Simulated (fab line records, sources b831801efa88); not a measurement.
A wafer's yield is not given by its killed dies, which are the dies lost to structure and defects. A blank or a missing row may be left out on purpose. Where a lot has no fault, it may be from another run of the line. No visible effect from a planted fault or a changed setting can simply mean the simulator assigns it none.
What tool caused it? ; flow gf180mcu ; 6 lots, 18 wafers sampled, at 2 steps of a route of 602

WHAT THE GAUGES READ, wafer by wafer
GF_M2_CD_MEAS_14: target cd 280 nm.
lot;measured;on;cd-nm (nm)
L957;day 20 00:46;cd-sem-01;278.5 278.1 279.4
L959;day 20 17:42;cd-sem-01;281.8 282.0 280.8
L961;day 21 13:55;cd-sem-01;279.9 279.1 279.3
L971;day 25 02:05;cd-sem-01;280.6 280.8 280.0
L973;day 25 18:56;cd-sem-01;280.5 281.0 280.4
L977;day 26 22:20;cd-sem-01;281.6 279.9 281.4

WHICH TOOL RAN EACH LOT (tool, then ch and the chambers of the sampled wafers, then the start)
lot;GF_M2_SPUTTER_01
L957;pvd-sputter-02, day 19 00:28
L959;pvd-sputter-02, day 19 17:31
L961;pvd-sputter-01, day 20 13:44
L971;pvd-sputter-04, day 24 03:56
L973;pvd-sputter-01, day 24 22:16
L977;pvd-sputter-02, day 26 01:06
- GF_M2_SPUTTER_01: material TiN, target thk 30 nm, time 25 s.

THE ANSWER, worked out from the rows above alone
Rule: the lots themselves supply what counts as usual. Put in order of their means at a reading, lots are off if they are a third of the lots or fewer, leave a main group of 4 or more, and stand apart from it by a gap of 3 or more times the standard deviation of the main group's means; of several such gaps the widest counts. A main group is skipped when, at the precision printed for the reading in the tables above, its means are all equal. Also off: a lot with no number at a reading for which 4 or more lots have one. Any other lot the step has rows for is counted as sound.
Nothing can be told from this: no lot is off at any reading shown.

WHAT THE SIMULATOR HAD PUT IN
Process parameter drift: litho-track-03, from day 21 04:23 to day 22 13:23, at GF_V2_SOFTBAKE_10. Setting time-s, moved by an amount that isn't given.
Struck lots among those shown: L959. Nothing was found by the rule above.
